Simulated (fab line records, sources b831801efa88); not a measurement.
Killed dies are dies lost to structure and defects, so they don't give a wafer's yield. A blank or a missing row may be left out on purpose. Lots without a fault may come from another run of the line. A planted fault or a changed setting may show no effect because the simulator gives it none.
Which tool did it? | flow gf180mcu | 15 lots, 45 wafers sampled, at 3 steps of a route of 602

WHAT THE GAUGES READ, wafer by wafer
GF_MVSD_OVL_MEAS_07.
lot  | measured    | on         | MVSD_OVL (nm)
L325 | day 4 16:46 | overlay-02 | 3.1 1.9 0.2
L326 | day 4 20:53 | overlay-01 | -0.5 2.5 -0.8
L328 | day 5 13:31 | overlay-02 | 0.7 1.7 1.7
L330 | day 5 16:26 | overlay-02 | 0.0 -0.1 0.1
L331 | day 5 22:58 | overlay-02 | 0.1 -2.1 -0.7
L332 | day 6 02:24 | overlay-01 | -0.9 -1.5 -0.1
L334 | day 6 14:20 | overlay-01 | 1.5 0.9 1.9
L335 | day 6 23:03 | overlay-02 | 1.2 2.4 2.0
L336 | day 7 00:14 | overlay-01 | -1.9 -0.6 -0.6
L337 | day 7 08:23 | overlay-02 | -1.8 1.0 -0.4
L338 | day 7 14:57 | overlay-02 | 0.9 3.0 3.9
L339 | day 7 19:19 | overlay-01 | 0.6 1.7 3.3
L340 | day 8 01:36 | overlay-01 | 5.2 3.1 1.7
L341 | day 8 07:06 | overlay-01 | 1.6 -0.4 0.6
L342 | day 8 13:59 | overlay-01 | -0.2 -0.5 0.0

GF_CONTACT_OVL_MEAS_15.
lot  | measured     | on         | CONTACT_OVL (nm)
L325 | day 16 12:32 | overlay-01 | 2 -2 -4
L326 | day 16 15:01 | overlay-01 | 5 9 6
L328 | day 17 15:07 | overlay-02 | -6 0 -1
L330 | day 18 01:02 | overlay-02 | 4 3 1
L331 | day 18 06:52 | overlay-02 | 2 9 1
L332 | day 18 11:25 | overlay-01 | 4 4 6
L334 | day 19 10:02 | overlay-01 | -8 4 0
L335 | day 20 00:13 | overlay-02 | 3 8 4
L336 | day 20 07:11 | overlay-01 | -5 -7 -10
L337 | day 20 14:16 | overlay-02 | 4 0 0
L338 | day 20 23:23 | overlay-02 | 10 5 -3
L339 | day 21 06:29 | overlay-02 | 4 2 2

WHICH TOOL RAN EACH LOT (tool, then ch and the chambers of the sampled wafers, then the start)
lot  | GF_HV_LDD_DEVELOP_18
L325 | litho_track-02 ch 0, day 11 01:56
L326 | litho_track-04 ch 0, day 11 05:46
L328 | litho_track-04 ch 0, day 12 03:17
L330 | litho_track-02 ch 0, day 12 10:07
L331 | litho_track-04 ch 0, day 12 15:37
L332 | litho_track-02 ch 0, day 12 18:50
L334 | litho_track-03 ch 0, day 13 13:14
L335 | litho_track-03 ch 0, day 14 01:05
L336 | litho_track-02 ch 0, day 14 06:07
L337 | litho_track-02 ch 0, day 14 13:49
L338 | litho_track-04 ch 0, day 14 22:08
L339 | litho_track-02 ch 0, day 15 03:37
L340 | litho_track-03, day 15 12:05
L341 | litho_track-02, day 15 18:56
L342 | litho_track-03, day 16 08:44
- GF_HV_LDD_DEVELOP_18: develop time 60 s.

WHAT THE TOOLS THEMSELVES READ (means of the sampled wafers that have a number; where no wafer has one, the mark that the record gives instead)
GF_HV_LDD_DEVELOP_18.
lot  | tool           | chill_plate_temp_C (C)
L325 | litho_track-02 | 23.01
L326 | litho_track-04 | 23.04
L328 | litho_track-04 | 22.98
L330 | litho_track-02 | 22.93
L331 | litho_track-04 | 23.00
L332 | litho_track-02 | 22.94
L334 | litho_track-03 | 23.00
L335 | litho_track-03 | 23.05
L336 | litho_track-02 | 22.92
L337 | litho_track-02 | 23.04
L338 | litho_track-04 | 23.13
L339 | litho_track-02 | 23.06
L340 | litho_track-03 | -
L341 | litho_track-02 | -
L342 | litho_track-03 | -

THE ANSWER, worked out from the rows above alone
Rule: what is usual is taken from the lots themselves. Put in order of their means at a reading, lots are off if they are a third of the lots or fewer, leave a main group of 4 or more, and stand apart from it by a gap of 3 or more times the standard deviation of the main group's means; of several such gaps the widest counts. A main group whose means are all the same, to the digits that the tables above print for the reading, isn't used. A lot without any number at a reading at which 4 lots or more have one is off too. The other lots that the step has rows for count as sound. The gauges are gone through in route order, then the tools' own readings, and for those a lot's mean is taken as printed above. The first step at which some lot is off is used, and at that step the reading that is off furthest; a lot without a number counts as furthest.
Off: L340, L341, L342, at GF_HV_LDD_DEVELOP_18 (chill_plate_temp_C). Without a number there: L340, L341, L342. The main group: mean 23.01 C, standard deviation 0.058.
A tool fits if, at that step or a process step before it, it ran every lot that is off, and no sound lot after the first of them. None of those tried fits.

WHAT THE SIMULATOR HAD PUT IN
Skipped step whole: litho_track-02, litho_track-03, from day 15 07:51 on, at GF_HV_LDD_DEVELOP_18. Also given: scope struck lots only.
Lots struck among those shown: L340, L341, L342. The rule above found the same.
